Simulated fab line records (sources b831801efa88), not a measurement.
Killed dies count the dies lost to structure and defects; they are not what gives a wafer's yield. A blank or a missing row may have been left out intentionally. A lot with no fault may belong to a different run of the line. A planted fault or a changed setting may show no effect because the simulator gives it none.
fab line records | flow sky130
record lots=15 wafers=45 lastDay=50
route steps=708 shown VT_ADJUST_HVTP@96 VT_ADJUST_HVTR@139 VT_ADJUST_PCH@153 LDD_N@253 LDD_P@265
lots that met no fault: from a run of the same line without faults
startH: start of the lot's first displayed wafer, in hours after the record's first day | waitH: hours from the lot's prior step to this one | " as in the row above | L1.1+2: one row covering several wafers at once | - value missing, or start not given | * or withheld: withheld | < > ~ a bound
route shown NAME@n: NAME is a module with steps in the file, n the number in the route of the first one | usual: mean/standard deviation of fault-free wafers | same: alike in all rows | chamber/n: place in a boat | sites: the reading at each site | _std_site: standard deviation across them | _edge_site: the outer-site mean with the inner-site mean subtracted | radiusMm: how far each site lies from the wafer's centre | mask NAME#n: copy n | behind: the most recent tool/chamber to have shaped the wafer | hold: what put the lot on hold/how long, in hours/how the hold closed | device: transistor that didn't switch, given as n, p or np | end of line: the same wafers' tests at the end of the route | a step with no rows: only its recipe | killed: at the first sort, the dies lost to defects and structure; wafer yield is something else | map: a wafer's dies, x killed, . not, _ none there
set.NAME: the setting as run; set.NAME@STEP: as run at that earlier step | model.NAME: the simulator's own value behind a step, which no gauge read
steps of the route over a sample of lots; a table a step, a row a wafer
services: the hour from which a tool's chamber was out of use, counted from the record's first day as startH (under 0 if before that day), plus the number of hours and why
## steps
# step SKY_VT_ADJUST_HVTP_TW_MEAS_11
# usual VT_ADJUST_HVTP_TW=1365/6
# columns lot.wafer tool chamber startH waitH VT_ADJUST_HVTP_TW
L476.1 filmMetro-02 - 125.58 0.1 1366
L476.2 " - " " 1365
L476.6 " - " " 1360
L478.1 filmMetro-02 - 142.31 0.1 1368
L478.4 " - " " 1363
L478.5 " - " " 1365
L479.1 filmMetro-03 - 153.16 0.1 1368
L479.2 " - " " 1369
L479.3 " - " " 1363
L480.2 filmMetro-02 - 155.29 0.1 1356
L480.5 " - " " 1355
L480.6 " - " " 1352
L481.2 filmMetro-03 - 158.89 0.1 1358
L481.3 " - " " 1370
L481.5 " - " " 1370
L482.1 filmMetro-01 - 162.78 0.1 1367
L482.2 " - " " 1365
L482.4 " - " " 1367
L483.2 filmMetro-03 - 166.59 0.1 1365
L483.3 " - " " 1369
L483.5 " - " " 1375
L484.1 filmMetro-01 - 177.02 0.1 1370
L484.2 " - " " 1363
L484.4 " - " " 1365
L487.3 filmMetro-03 - 197.48 0.1 1365
L487.5 " - " " 1367
L487.6 " - " " 1360
L488.2 filmMetro-02 - 204.84 0.1 1354
L488.3 " - " " 1361
L488.5 " - " " 1363
L489.2 filmMetro-01 - 207.89 0.1 1363
L489.3 " - " " 1366
L489.6 " - " " 1365
L492.1 filmMetro-01 - 226.72 0.1 1366
L492.2 " - " " 1359
L492.4 " - " " 1357
L496.1 filmMetro-02 - 265.42 0.1 1362
L496.2 " - " " 1368
L496.3 " - " " 1358
L498.2 filmMetro-02 - 277.88 0.1 1366
L498.3 " - " " 1371
L498.6 " - " " 1361
L497.3 filmMetro-01 - 278.19 0.1 1354
L497.5 " - " " 1366
L497.6 " - " " 1366
# step SKY_VT_ADJUST_HVTR_OVL_MEAS_08
# usual VT_ADJUST_HVTR_OVL=1.1/1.5
# columns lot.wafer tool chamber startH waitH VT_ADJUST_HVTR_OVL[nm]
L476.1 overlay-01 - 204.11 0.1 0.2
L476.2 " - " " -0.1
L476.6 " - " " 1.2
L478.1 overlay-01 - 221.77 0.1 1.3
L478.4 " - " " 0.1
L478.5 " - " " 1.1
L479.1 overlay-01 - 234.97 0.1 1.3
L479.2 " - " " 2.0
L479.3 " - " " 1.7
L480.2 overlay-01 - 238.39 0.1 0.7
L480.5 " - " " 2.6
L480.6 " - " " 3.0
L481.2 overlay-01 - 242.43 0.1 0.6
L481.3 " - " " 1.2
L481.5 " - " " 2.2
L482.1 overlay-01 - 245.84 0.1 4.3
L482.2 " - " " 3.3
L482.4 " - " " 5.0
L483.2 overlay-01 - 254.82 0.1 0.9
L483.3 " - " " 2.7
L483.5 " - " " 1.5
L484.1 overlay-01 - 266.61 0.1 1.9
L484.2 " - " " 1.6
L484.4 " - " " 0.4
L487.3 overlay-01 - 291.18 0.1 1.6
L487.5 " - " " 2.5
L487.6 " - " " 0.8
L488.2 overlay-02 - 296.88 0.1 -2.4
L488.3 " - " " -1.7
L488.5 " - " " -1.3
L489.2 overlay-01 - 301.62 0.1 -1.7
L489.3 " - " " -0.7
L489.6 " - " " -0.7
L492.1 overlay-01 - 323.04 0.1 3.0
L492.2 " - " " -0.5
L492.4 " - " " 0.1
L496.1 overlay-01 - 371.81 0.1 2.4
L496.2 " - " " 2.5
L496.3 " - " " 3.6
L498.2 overlay-02 - 385.18 0.1 1.0
L498.3 " - " " 1.0
L498.6 " - " " 1.7
L497.3 overlay-02 - 385.83 0.1 -1.0
L497.5 " - " " -0.6
L497.6 " - " " 0.7
# step SKY_VT_ADJUST_PCH_TW_MEAS_10
# usual VT_ADJUST_PCH_TW=143.6/0.6
# columns lot.wafer tool chamber startH waitH VT_ADJUST_PCH_TW
L476.1 filmMetro-01 - 225.70 0.1 143.5
L476.2 " - " " 142.8
L476.6 " - " " 142.9
L478.1 filmMetro-01 - 244.40 0.1 143.4
L478.4 " - " " 142.5
L478.5 " - " " 143.9
L479.1 filmMetro-03 - 258.09 0.1 144.3
L479.2 " - " " 143.8
L479.3 " - " " 143.7
L480.2 filmMetro-03 - 262.07 0.1 144.0
L480.5 " - " " 144.3
L480.6 " - " " 144.6
L481.2 filmMetro-01 - 267.00 0.1 143.5
L481.3 " - " " 143.9
L481.5 " - " " 143.0
L482.1 filmMetro-03 - 269.94 0.1 143.7
L482.2 " - " " 143.9
L482.4 " - " " 143.8
L483.2 filmMetro-03 - 279.56 0.1 143.3
L483.3 " - " " 143.3
L483.5 " - " " 143.7
L484.1 filmMetro-01 - 291.70 0.1 143.4
L484.2 " - " " 143.9
L484.4 " - " " 144.8
L487.3 filmMetro-02 - 317.37 0.1 142.8
L487.5 " - " " 143.1
L487.6 " - " " 143.7
L488.2 filmMetro-01 - 322.60 0.1 144.2
L488.3 " - " " 144.2
L488.5 " - " " 143.2
L489.2 filmMetro-02 - 329.02 0.1 143.0
L489.3 " - " " 142.1
L489.6 " - " " 143.2
L492.1 filmMetro-03 - 350.66 0.1 143.7
L492.2 " - " " 142.8
L492.4 " - " " 143.3
L496.1 filmMetro-01 - 401.45 0.1 143.7
L496.2 " - " " 144.1
L496.3 " - " " 144.1
L498.2 filmMetro-01 - 415.01 0.1 142.5
L498.3 " - " " 144.0
L498.6 " - " " 143.4
L497.3 filmMetro-01 - 416.06 0.1 143.8
L497.5 " - " " 144.2
L497.6 " - " " 143.9
# step SKY_LDD_N_STRIP_16
# recipe chemistry=O2/N2 powerW=1400 pressureMtorr=1500 platenTempC=withheld o2FlowSccm=3000 n2FlowSccm=300 overashFraction=0.5
# usual chamberPressureMTorr=1500.1/1.4 drypumpMotorCurrentA=5.79/0.22 o2FlowSccm=3000/9.6 oesProductAu=0.407/0.0048 stripTimeToEndpointS=4.315/0.014
# columns lot.wafer tool chamber startH waitH chamberPressureMTorr drypumpMotorCurrentA o2FlowSccm oesProductAu rfHoursCounterH stripTimeToEndpointS
L476.1 plasmaAsher-01 1 398.71 0.1 1499.7 5.77 3011 0.413 71 4.307
L476.2 " 0 " " 1498.7 5.65 2997 0.413 71 4.307
L476.6 " 0 " " 1498.3 5.63 3014 0.400 - 4.300
L478.1 plasmaAsher-03 1 425.31 0.1 1500.0 6.24 2996 0.410 63 4.322
L478.4 " 0 " " 1499.9 5.60 2978 0.405 - 4.313
L478.5 " 0 " " 1500.7 5.60 2986 0.404 - 4.312
L479.1 plasmaAsher-02 0 440.11 0.1 1501.3 5.69 3000 0.401 76 4.302
L479.2 " 1 " " 1501.1 5.85 3009 0.402 76 4.337
L479.3 " 0 " " 1500.9 5.70 2995 0.408 - 4.328
L480.2 plasmaAsher-01 0 446.35 0.1 1499.6 5.60 2996 0.411 1 4.315
L480.5 " 1 " " 1499.8 5.71 3008 0.408 - 4.318
L480.6 " 0 " " 1502.2 5.63 3007 0.413 - 4.302
L481.2 plasmaAsher-01 1 454.41 0.1 1499.7 5.71 2999 0.402 2 4.325
L481.3 " 0 " " 1500.7 5.66 3001 0.409 - 4.318
L481.5 " 0 " " 1501.3 5.63 3001 0.410 - 4.324
L482.1 plasmaAsher-02 0 461.30 0.1 1501.6 5.70 3007 0.412 78 4.325
L482.2 " 1 " " 1502.7 5.88 2988 0.404 78 4.297
L482.4 " 0 " " 1499.6 5.70 3002 0.401 - 4.311
L483.2 plasmaAsher-02 1 468.51 0.1 1501.0 5.89 3005 0.407 79 4.329
L483.3 " 0 " " 1500.6 5.69 2987 0.410 - 4.320
L483.5 " 1 " " 1499.7 5.88 3004 0.402 - 4.302
L484.1 plasmaAsher-03 0 484.26 0.1 1499.3 5.63 2998 0.411 69 4.316
L484.2 " 1 " " 1499.9 6.26 3006 0.405 69 4.328
L484.4 " 0 " " 1498.8 5.61 2992 0.407 - 4.322
L487.3 plasmaAsher-01 0 510.01 0.1 - - - - - -
L487.5 " 1 " " - - - - - -
L487.6 " 0 " " - - - - - -
L488.2 plasmaAsher-03 0 514.36 0.1 - - - - - -
L488.3 " 0 " " - - - - - -
L488.5 " 1 " " - - - - - -
L489.2 plasmaAsher-01 1 527.83 0.1 - - - - - -
L489.3 " 1 " " - - - - - -
L489.6 " 0 " " - - - - - -
L492.1 plasmaAsher-02 1 551.50 0.1 1500.0 5.87 2993 0.391 88 4.302
L492.2 " 0 " " 1502.0 5.67 2993 0.415 88 4.324
L492.4 " 1 " " 1497.4 5.88 3003 0.413 - 4.343
L496.1 plasmaAsher-03 1 596.85 0.1 1498.2 6.27 3009 0.406 82 4.307
L496.2 " 0 " " 1498.9 5.56 3008 0.407 82 4.301
L496.3 " 0 " " 1501.1 5.61 3004 0.416 - 4.328
L498.2 plasmaAsher-02 1 608.41 0.1 1499.1 5.91 3008 0.400 92 4.320
L498.3 " 1 " " 1500.1 5.88 2997 0.412 - 4.295
L498.6 " 0 " " 1503.3 5.68 3020 0.413 - 4.289
L497.3 plasmaAsher-02 0 610.04 0.1 1502.1 5.69 2983 0.408 - 4.338
L497.5 " 0 " " 1500.3 5.69 3007 0.407 - 4.306
L497.6 " 1 " " 1500.4 5.91 3005 0.403 - 4.307
# step SKY_LDD_P_STRIP_10
# recipe chemistry=O2/N2 powerW=1400 pressureMtorr=1500 platenTempC=withheld o2FlowSccm=3000 n2FlowSccm=300 overashFraction=0.5
# usual chamberPressureMTorr=1499.9/1.4 drypumpMotorCurrentA=5.82/0.12 o2FlowSccm=3002/8.9 oesProductAu=0.715/0.0048 stripTimeToEndpointS=14.18/0.045
# columns lot.wafer tool chamber startH waitH chamberPressureMTorr drypumpMotorCurrentA o2FlowSccm oesProductAu rfHoursCounterH stripTimeToEndpointS
L476.1 plasmaAsher-04 0 428.65 0.1 1499.6 5.92 2996 0.721 30 14.23
L476.2 " 1 " " 1501.6 5.95 3002 0.722 30 14.26
L476.6 " 1 " " 1501.5 5.93 3010 0.711 - 14.22
L478.1 plasmaAsher-04 0 455.95 0.1 1497.6 5.93 3014 0.713 33 14.21
L478.4 " 1 " " 1500.2 5.91 2996 0.723 - 14.23
L478.5 " 0 " " 1498.3 5.94 2999 0.704 - 14.22
L479.1 plasmaAsher-01 1 471.33 0.1 1500.4 5.75 3008 0.709 4 14.15
L479.2 " 0 " " 1499.2 5.62 2999 0.718 4 14.13
L479.3 " 1 " " 1498.0 5.71 3007 0.713 - 14.12
L480.2 plasmaAsher-04 1 477.71 0.1 1498.2 5.96 2996 0.709 35 14.18
L480.5 " 0 " " 1497.8 5.91 3006 0.713 - 14.14
L480.6 " 1 " " 1500.2 5.93 2993 0.714 - 14.20
L481.2 plasmaAsher-01 0 485.40 0.1 1499.1 5.68 3010 0.715 5 14.13
L481.3 " 0 " " 1499.4 5.65 3004 0.710 - 14.09
L481.5 " 1 " " 1500.1 5.74 2998 0.716 - 14.16
L482.1 plasmaAsher-02 0 492.66 0.1 1499.5 5.69 3011 0.718 82 14.18
L482.2 " 1 " " 1500.4 5.92 3007 0.714 82 14.20
L482.4 " 0 " " 1497.8 5.68 3003 0.711 - 14.24
L483.2 plasmaAsher-02 1 498.08 0.1 1498.6 5.88 3021 0.720 82 14.17
L483.3 " 0 " " 1498.4 5.69 3014 0.714 - 14.11
L483.5 " 1 " " 1499.8 5.88 3017 0.713 - 14.17
L484.1 plasmaAsher-04 0 514.68 0.1 1499.5 5.93 2993 0.714 38 14.20
L484.2 " 1 " " 1500.2 5.91 2982 0.712 38 14.21
L484.4 " 0 " " 1498.7 5.92 3008 0.720 - 14.22
L487.3 plasmaAsher-04 1 540.11 0.1 1501.9 5.92 2983 0.719 - 18.73
L487.5 " 0 " " 1502.3 5.96 3004 0.715 - 18.75
L487.6 " 1 " " 1501.1 5.93 2999 0.716 - 18.75
L488.2 plasmaAsher-01 0 549.70 0.1 1500.5 5.60 2999 0.723 11 18.62
L488.3 " 0 " " 1501.6 5.60 2994 0.722 - 18.60
L488.5 " 0 " " 1499.9 5.68 3002 0.718 - 18.60
L489.2 plasmaAsher-04 1 558.08 0.1 1500.0 5.91 2987 0.709 43 18.76
L489.3 " 0 " " 1498.5 5.93 2999 0.713 - 18.72
L489.6 " 0 " " 1498.4 5.94 3011 0.718 - 18.79
L492.1 plasmaAsher-01 1 580.95 0.1 1498.4 5.74 3014 0.719 14 14.13
L492.2 " 0 " " 1501.8 5.63 2991 0.717 14 14.15
L492.4 " 0 " " 1497.9 5.63 3004 0.720 - 14.13
L496.1 plasmaAsher-04 0 625.50 0.1 1501.0 5.93 3000 0.717 50 14.22
L496.2 " 1 " " 1501.1 5.92 2986 0.719 50 14.20
L496.3 " 0 " " 1497.7 5.93 3008 0.710 - 14.19
L498.2 plasmaAsher-04 0 637.02 0.1 1502.8 5.93 3019 0.713 51 14.21
L498.3 " 0 " " 1500.9 5.95 3002 0.711 - 14.19
L498.6 " 1 " " 1499.6 5.93 3001 0.710 - 14.23
L497.3 plasmaAsher-02 1 646.13 0.1 1498.2 5.87 2998 0.723 - 14.15
L497.5 " 1 " " 1500.9 5.89 2993 0.724 - 14.22
L497.6 " 0 " " 1499.4 5.69 3012 0.717 - 14.17
# step SKY_LDD_P_TW_MEAS_11
# usual LDD_P_TW=640/4.3
# columns lot.wafer tool chamber startH waitH LDD_P_TW
L476.1 filmMetro-02 - 428.75 0.1 637
L476.2 " - " " 638
L476.6 " - " " 640
L478.1 filmMetro-01 - 456.05 0.1 633
L478.4 " - " " 637
L478.5 " - " " 635
L479.1 filmMetro-04 - 471.43 0.1 641
L479.2 " - " " 644
L479.3 " - " " 641
L480.2 filmMetro-01 - 477.81 0.1 634
L480.5 " - " " 635
L480.6 " - " " 635
L481.2 filmMetro-01 - 485.51 0.1 641
L481.3 " - " " 641
L481.5 " - " " 640
L482.1 filmMetro-01 - 492.76 0.1 637
L482.2 " - " " 636
L482.4 " - " " 640
L483.2 filmMetro-02 - 498.19 0.1 635
L483.3 " - " " 638
L483.5 " - " " 635
L484.1 filmMetro-01 - 514.78 0.1 641
L484.2 " - " " 637
L484.4 " - " " 639
L487.3 filmMetro-04 - 540.20 0.1 30
L487.5 " - " " 30
L487.6 " - " " 30
L488.2 filmMetro-01 - 549.81 0.1 30
L488.3 " - " " 30
L488.5 " - " " 30
L489.2 filmMetro-01 - 558.19 0.1 30
L489.3 " - " " 30
L489.6 " - " " 30
L492.1 filmMetro-04 - 581.05 0.1 646
L492.2 " - " " 651
L492.4 " - " " 650
L496.1 filmMetro-01 - 625.60 0.1 637
L496.2 " - " " 644
L496.3 " - " " 638
L498.2 filmMetro-04 - 637.13 0.1 649
L498.3 " - " " 646
L498.6 " - " " 647
L497.3 filmMetro-02 - 646.21 0.1 635
L497.5 " - " " 634
L497.6 " - " " 634
## services
# columns tool chamber startH hours kind
plasmaAsher-01 - 421.25 9.0 pm
plasmaAsher-01 0 421.25 9.0 ventCycle
plasmaAsher-01 1 421.25 9.0 ventCycle
plasmaAsher-01 0 430.25 - clean
plasmaAsher-01 1 430.25 - clean
plasmaAsher-04 - 538.11 0.7 repair
plasmaAsher-02 - 553.83 4.9 pm
plasmaAsher-04 - 567.41 3.6 repair
plasmaAsher-02 - 589.34 9.6 repair
plasmaAsher-01 - 601.80 28.1 pm
## key
firstSign step=SKY_LDD_N_STRIP_16 reading=toolRecord direction=missing
effect step=SKY_LDD_P_STRIP_10 reading=stripTimeToEndpointS direction=up sigmas=99+ usual=* struck=*
effect step=SKY_LDD_P_TW_MEAS_11 reading=LDD_P_TW direction=down sigmas=99+ usual=640 struck=30
metAt SKY_LDD_N_STRIP_16
struckLots L487,L488,L489
sortLeftOut L487.3,L487.5,L487.6,L488.2,L488.3,L488.5,L489.2,L489.3,L489.6
testerLeftOut L487,L488,L489
notActingAt SKY_VT_ADJUST_HVTP_TW_MEAS_11,SKY_VT_ADJUST_HVTR_OVL_MEAS_08,SKY_VT_ADJUST_PCH_TW_MEAS_10
onsetBetween 484.26 510.01
fault kind=skippedStepWhole tool=plasmaAsher-01,plasmaAsher-03 chamber=- onsetH=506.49 steps=SKY_LDD_N_STRIP_16 scope=struckLotsOnly
# testerLeftOut: of these lots the tester's yield and bins aren't shown, on N5 and GAA mostly nor the transistor test; their killed dies are dies lost to structure and defects alone, not to doping, threshold or leakage, so they don't give the yield
# sortLeftOut: the simulated sort isn't trusted on such a fault, so these wafers' sort isn't shown, and their yield isn't known
